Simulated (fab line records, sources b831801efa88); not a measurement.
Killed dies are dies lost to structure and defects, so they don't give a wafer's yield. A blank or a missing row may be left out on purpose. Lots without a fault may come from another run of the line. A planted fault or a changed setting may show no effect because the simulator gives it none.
Which tool did it? | flow gf180mcu | 12 lots, 36 wafers sampled, at 6 steps of a route of 602

WHAT THE GAUGES READ, wafer by wafer
GF_MVSD_TW_MEAS_11. Usual: MVSD_TW 1564, standard deviation 13.
lot  | measured    | on            | MVSD_TW        | flag
L391 | day 4 15:43 | film_metro-01 | 1558 1551 1562 |
L392 | day 4 23:41 | film_metro-03 | 1569 1572 1571 |
L394 | day 5 13:29 | film_metro-03 | 1297 1296 1299 | OFF
L396 | day 5 22:46 | film_metro-03 | 1289 1294 1292 | OFF
L399 | day 6 15:25 | film_metro-03 | 1567 1580 1574 |
L403 | day 7 13:29 | film_metro-01 | 1549 1552 1548 |
L404 | day 7 17:19 | film_metro-01 | 1544 1547 1546 |
L405 | day 8 00:53 | film_metro-03 | 1581 1576 1582 |
L406 | day 8 07:53 | film_metro-02 | 1565 1562 1553 |
L409 | day 9 00:19 | film_metro-03 | 1570 1573 1576 |
L411 | day 9 13:48 | film_metro-03 | 1575 1567 1578 |
L413 | day 9 23:56 | film_metro-03 | 1576 1575 1579 |

GF_VT_IMPLANT_TW_MEAS_32. Usual: VT_IMPLANT_3_TW 267, standard deviation 4.3.
lot  | measured     | on            | VT_IMPLANT_3_TW | flag
L391 | day 7 01:20  | film_metro-03 | 268 265 266     |
L392 | day 7 11:51  | film_metro-01 | 263 263 262     |
L394 | day 8 03:56  | film_metro-04 | 270 270 271     |
L396 | day 8 14:51  | film_metro-04 | 271 271 271     |
L399 | day 9 08:41  | film_metro-03 | 268 269 267     |
L403 | day 10 09:37 | film_metro-01 | 263 264 263     |
L404 | day 10 15:16 | film_metro-01 | 262 265 263     |
L405 | day 10 21:41 | film_metro-01 | 264 263 264     |
L406 | day 11 06:24 | film_metro-04 | 272 273 270     |
L409 | day 12 02:32 | film_metro-01 | 262 261 262     |
L411 | day 12 14:44 | film_metro-03 | 268 269 268     |
L413 | day 13 03:26 | film_metro-04 | 272 273 270     |

GF_VT_IMPLANT_RS_MEAS_46: measures by four-point-probe. Usual: MVSD_RS 457.3 ohm/sq, standard deviation 1.2.
lot  | measured     | on            | MVSD_RS (ohm/sq)  | flag
L391 | day 7 17:06  | film_metro-02 | 455.4 455.0 456.4 |
L392 | day 8 03:52  | film_metro-01 | 457.0 456.8 456.5 |
L394 | day 8 20:58  | film_metro-02 | 660.7 660.3 656.0 | OFF
L396 | day 9 07:43  | film_metro-01 | 659.3 653.5 656.8 | OFF
L399 | day 10 02:42 | film_metro-03 | 457.3 455.5 457.8 |
L403 | day 11 03:44 | film_metro-03 | 457.6 457.1 456.1 |
L404 | day 11 09:47 | film_metro-01 | 457.3 459.5 458.3 |
L405 | day 11 16:47 | film_metro-01 | 457.4 457.0 456.3 |
L406 | day 12 01:10 | film_metro-01 | 457.7 457.5 457.8 |
L409 | day 12 21:50 | film_metro-01 | 458.0 458.2 459.3 |
L411 | day 13 11:23 | film_metro-03 | 457.6 457.8 457.6 |
L413 | day 13 23:42 | film_metro-02 | 455.5 456.7 456.0 |

WHICH TOOL RAN EACH LOT (tool, then ch and the chambers of the sampled wafers, then the start)
lot  | GF_MVSD_IMPLANT_08             | GF_VT_IMPLANT_STRIP_31               | GF_VT_IMPLANT_STRIP_42
L391 | implanter-03 ch 0, day 4 15:19 | plasma_asher-02 ch 0, day 7 01:14    | plasma_asher-02 ch 0,1, day 7 16:47
L392 | implanter-03 ch 0, day 4 23:19 | plasma_asher-02 ch 0,1, day 7 11:46  | plasma_asher-01 ch 0,1, day 8 03:33
L394 | implanter-03 ch 0, day 5 13:05 | plasma_asher-04 ch 0,1, day 8 03:49  | plasma_asher-02 ch 0,1, day 8 20:38
L396 | implanter-03 ch 0, day 5 22:23 | plasma_asher-02 ch 0,1, day 8 14:44  | plasma_asher-01 ch 1, day 9 07:20
L399 | implanter-01 ch 0, day 6 15:01 | plasma_asher-04 ch 0,1, day 9 08:35  | plasma_asher-01 ch 0,1, day 10 02:23
L403 | implanter-01 ch 0, day 7 13:07 | plasma_asher-02 ch 0,1, day 10 09:31 | plasma_asher-01 ch 0,1, day 11 03:25
L404 | implanter-01 ch 0, day 7 16:55 | plasma_asher-01 ch 0,1, day 10 15:10 | plasma_asher-02 ch 0,1, day 11 09:29
L405 | implanter-01 ch 0, day 8 00:29 | plasma_asher-04 ch 0,1, day 10 21:35 | plasma_asher-04 ch 0,1, day 11 16:29
L406 | implanter-01 ch 0, day 8 07:31 | plasma_asher-01 ch 0,1, day 11 06:19 | plasma_asher-01 ch 0,1, day 12 00:51
L409 | implanter-03 ch 0, day 8 23:55 | plasma_asher-01 ch 0, day 12 02:26   | plasma_asher-01 ch 0,1, day 12 21:32
L411 | implanter-01 ch 0, day 9 13:24 | plasma_asher-01 ch 0,1, day 12 14:38 | plasma_asher-02 ch 0,1, day 13 11:05
L413 | implanter-04 ch 0, day 9 23:33 | plasma_asher-02 ch 0,1, day 13 03:19 | plasma_asher-01 ch 0,1, day 13 23:22
- GF_MVSD_IMPLANT_08
- GF_VT_IMPLANT_STRIP_31: strips in O2/N2.
- GF_VT_IMPLANT_STRIP_42: strips in O2/N2.

WHAT THE TOOLS THEMSELVES READ (means of the sampled wafers that have a number; where no wafer has one, the mark that the record gives instead)
GF_MVSD_IMPLANT_08. Usual: dose_ions_cm2 1.6e+13, standard deviation 1.6e+10; faraday_current_uA 90.2, standard deviation 1.8.
lot  | tool         | dose_ions_cm2 | faraday_current_uA | flag
L391 | implanter-03 | 1.6e+13       | 92.0               |
L392 | implanter-03 | 1.6e+13       | 88.7               |
L394 | implanter-03 | 7.7e+12       | 43.0               | OFF
L396 | implanter-03 | 7.6e+12       | 43.8               | OFF
L399 | implanter-01 | 1.6e+13       | 89.8               |
L403 | implanter-01 | 1.6e+13       | 89.8               |
L404 | implanter-01 | 1.6e+13       | 90.7               |
L405 | implanter-01 | 1.6e+13       | 88.9               |
L406 | implanter-01 | 1.6e+13       | 90.7               |
L409 | implanter-03 | 1.6e+13       | 90.3               |
L411 | implanter-01 | 1.6e+13       | 90.3               |
L413 | implanter-04 | 1.6e+13       | 91.7               |

GF_VT_IMPLANT_STRIP_31. Usual: drypump_motor_current_A 5.8 A, standard deviation 0.42; heater_power_w 324 W, standard deviation 20; oes_product_au 0.716 a.u., standard deviation 0.0043; strip_time_to_endpoint_s 12.66 s, standard deviation 0.031.
lot  | tool            | drypump_motor_current_A (A) | heater_power_w (W) | oes_product_au (a.u.) | strip_time_to_endpoint_s (s) | flag
L391 | plasma_asher-02 | 5.8                         | 306                | 0.716                 | 12.63                        |
L392 | plasma_asher-02 | 6.0                         | 324                | 0.716                 | 12.67                        |
L394 | plasma_asher-04 | 5.2                         | 306                | 0.716                 | 12.64                        |
L396 | plasma_asher-02 | 6.2                         | 335                | 0.718                 | 12.62                        |
L399 | plasma_asher-04 | 5.2                         | 307                | 0.715                 | 12.68                        |
L403 | plasma_asher-02 | 6.2                         | 334                | 0.716                 | 12.64                        |
L404 | plasma_asher-01 | 5.7                         | 334                | 0.718                 | 12.70                        |
L405 | plasma_asher-04 | 5.3                         | 304                | 0.716                 | 12.69                        |
L406 | plasma_asher-01 | 5.9                         | 322                | 0.720                 | 12.68                        |
L409 | plasma_asher-01 | 5.6                         | 349                | 0.718                 | 12.64                        |
L411 | plasma_asher-01 | 5.9                         | 322                | 0.720                 | 12.63                        |
L413 | plasma_asher-02 | 6.0                         | 322                | 0.716                 | 12.68                        |

GF_VT_IMPLANT_STRIP_42. Usual: drypump_motor_current_A 5.8 A, standard deviation 0.37; heater_power_w 326 W, standard deviation 21; oes_product_au 0.716 a.u., standard deviation 0.0046; strip_time_to_endpoint_s 12.65 s, standard deviation 0.032.
lot  | tool            | drypump_motor_current_A (A) | heater_power_w (W) | oes_product_au (a.u.) | strip_time_to_endpoint_s (s) | flag
L391 | plasma_asher-02 | 6.0                         | 324                | 0.718                 | 12.66                        |
L392 | plasma_asher-01 | 5.9                         | 322                | 0.718                 | 12.61                        |
L394 | plasma_asher-02 | 6.0                         | 319                | 0.720                 | 12.66                        |
L396 | plasma_asher-01 | 6.1                         | 310                | 0.716                 | 12.63                        |
L399 | plasma_asher-01 | 5.7                         | 332                | 0.722                 | 12.64                        |
L403 | plasma_asher-01 | 5.7                         | 333                | 0.718                 | 12.68                        |
L404 | plasma_asher-02 | 6.2                         | 336                | 0.713                 | 12.61                        |
L405 | plasma_asher-04 | 5.2                         | 305                | 0.713                 | 12.65                        |
L406 | plasma_asher-01 | 5.8                         | 338                | 0.714                 | 12.67                        |
L409 | plasma_asher-01 | 5.8                         | 338                | 0.715                 | 12.64                        |
L411 | plasma_asher-02 | 6.2                         | 330                | 0.714                 | 12.64                        |
L413 | plasma_asher-01 | 5.9                         | 327                | 0.715                 | 12.63                        |

THE ANSWER, worked out from the rows above alone
Rule: a lot is off if the mean of its wafers that have a number lies more than 3 standard deviations from the usual mean. A lot without any number at a reading at which 4 lots or more have one is off too. The other lots that the step has rows for count as sound. The gauges are gone through in route order, then the tools' own readings, and for those a lot's mean is taken as printed above. The first step at which some lot is off is used, and at that step the reading that is off furthest; a lot without a number counts as furthest.
Off: L394, L396, at GF_MVSD_TW_MEAS_11 (MVSD_TW).
A tool fits if, at a process step before that reading, it ran every lot that is off, and no sound lot after the first of them. The gauges at GF_MVSD_TW_MEAS_11 aren't tried: what is off there is off at GF_VT_IMPLANT_RS_MEAS_46 too, on other tools, and a gauge's error can't cause that. None of those tried fits.

WHAT THE SIMULATOR HAD PUT IN
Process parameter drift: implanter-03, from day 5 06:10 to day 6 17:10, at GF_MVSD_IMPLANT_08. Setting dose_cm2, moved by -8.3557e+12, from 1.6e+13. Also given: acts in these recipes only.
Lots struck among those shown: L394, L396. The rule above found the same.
